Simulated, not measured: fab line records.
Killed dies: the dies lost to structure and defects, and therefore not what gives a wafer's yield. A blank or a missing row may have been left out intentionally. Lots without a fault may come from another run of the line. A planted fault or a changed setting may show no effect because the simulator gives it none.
The same fault as seen by 2 desks || flow sky130 || each desk has only its own numbers; what lay behind them comes last

== THE METROLOGY DESK ==
Means of the sampled wafers that have a number, per lot and without regard to the tool the lot ran on: this is what the gauges read. A lot is out of limits, marked OUT, if its mean lies more than 4 standard deviations from the usual mean; the brackets give that distance.
Columns: A = SONOS_ONO_CVD_04_THK at SKY_SONOS_ONO_THK_MEAS_05, usual 5.74 nm; B = GATE_OXIDE_OVL at SKY_GATE_OXIDE_OVL_MEAS_10, usual 0.4 nm; C = cd-nm at SKY_POLY_GATE_CD_MEAS_22, usual 150.5 nm
{"lot": "L834", "first seen here": "day 11 06:59", "A": 5.74, "B": -0.9, "C": 151.0}
{"lot": "L836", "first seen here": "day 12 09:33", "A": 5.70, "B": 0.1, "C": 149.9}
{"lot": "L839", "first seen here": "day 13 10:49", "A": 5.77, "B": 1.1, "C": 152.0}
{"lot": "L840", "first seen here": "day 13 10:49", "A": 5.67, "B": 2.8, "C": 153.2}
{"lot": "L841", "first seen here": "day 13 19:50", "A": 5.70, "B": -0.1, "C": 151.5}
{"lot": "L842", "first seen here": "day 14 06:13", "A": 5.64, "B": 0.0, "C": 153.3}
{"lot": "L843", "first seen here": "day 14 20:56", "A": 5.80, "B": 0.5, "C": 149.6}
{"lot": "L844", "first seen here": "day 15 01:35", "A": 5.85, "B": 1.8, "C": 150.6}
{"lot": "L852", "first seen here": "day 17 09:04", "A": 5.75, "B": 0.5, "C": 147.0}
{"lot": "L854", "first seen here": "day 18 05:27", "A": 5.90, "B": 0.9, "C": 149.3}
{"lot": "L855", "first seen here": "day 18 08:33", "A": 5.81, "B": -0.6, "C": 152.3}
{"lot": "L856", "first seen here": "day 19 00:26", "A": 5.80, "B": 0.0, "C": 151.6}
Result from this desk: across the 12 lots, nothing is out of limits.

== THE TOOL OWNER'S DESK: rie-diel-01 ==
The tool's own readings at SKY_POLY_GATE_ETCH_16 (etches Si3N4 in CH3F/O2, stops on poly-Si, time 147.5 s, target depth 75 nm): means of the sampled wafers that have a number, for each lot that ran on this tool. A lot is out of limits, marked OUT, if its mean lies more than 4 standard deviations from the usual mean; the brackets give that distance.
Columns: A = bias-w at SKY_POLY_GATE_ETCH_16, usual 80.00 W; B = drypump-motor-current-A at SKY_POLY_GATE_ETCH_16, usual 5.6 A; C = oes-product-au at SKY_POLY_GATE_ETCH_16, usual 0.641 a.u.; D = throttle-valve-pct at SKY_POLY_GATE_ETCH_16, usual 10.535 %
{"lot": "L840", "first seen here": "day 18 08:10", "A": 80.31, "B": 5.9, "C": 0.634, "D": 10.542}
{"lot": "L841", "first seen here": "day 18 20:22", "A": 79.92, "B": 5.9, "C": 0.646, "D": 10.527}
{"lot": "L842", "first seen here": "day 19 12:49", "A": 80.08, "B": 5.8, "C": 0.643, "D": 10.542}
{"lot": "L843", "first seen here": "day 20 02:07", "A": "100.23 (+75) OUT", "B": 5.9, "C": 0.639, "D": 10.535}
{"lot": "L844", "first seen here": "day 20 08:46", "A": "100.29 (+75) OUT", "B": 5.9, "C": 0.636, "D": 10.523}
{"lot": "L852", "first seen here": "day 22 18:14", "A": 80.25, "B": 5.5, "C": 0.645, "D": 10.532}
{"lot": "L855", "first seen here": "day 23 18:10", "A": 79.94, "B": 5.8, "C": 0.632, "D": 10.530}
{"lot": "L856", "first seen here": "day 24 08:34", "A": 79.91, "B": 5.9, "C": 0.642, "D": 10.535}
This desk finds L843, L844 out of limits, L843 being first, at day 20 02:07 (bias-w at SKY_POLY_GATE_ETCH_16). Within limits: L840, L841, L842, L852, L855, L856.

== PUT TOGETHER ==
An alarm could have come from the tool owner's desk at day 20 02:07, on L843, L844.
The metrology desk saw nothing out of limits.
The metrology desk holds a record of L843, L844, inside its limits.
Of the lots named, all ran SKY_POLY_GATE_ETCH_16 on rie-diel-01.

== WHAT THE SIMULATOR HAD INSERTED ==
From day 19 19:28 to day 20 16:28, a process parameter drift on rie-diel-01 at SKY_POLY_GATE_ETCH_16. Setting bias-w, moved by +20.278, from 80. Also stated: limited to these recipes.
Struck lots among those shown: L843, L844.
Each desk's first reading out of limits, in hours after the fault started: the tool owner's desk, 7.
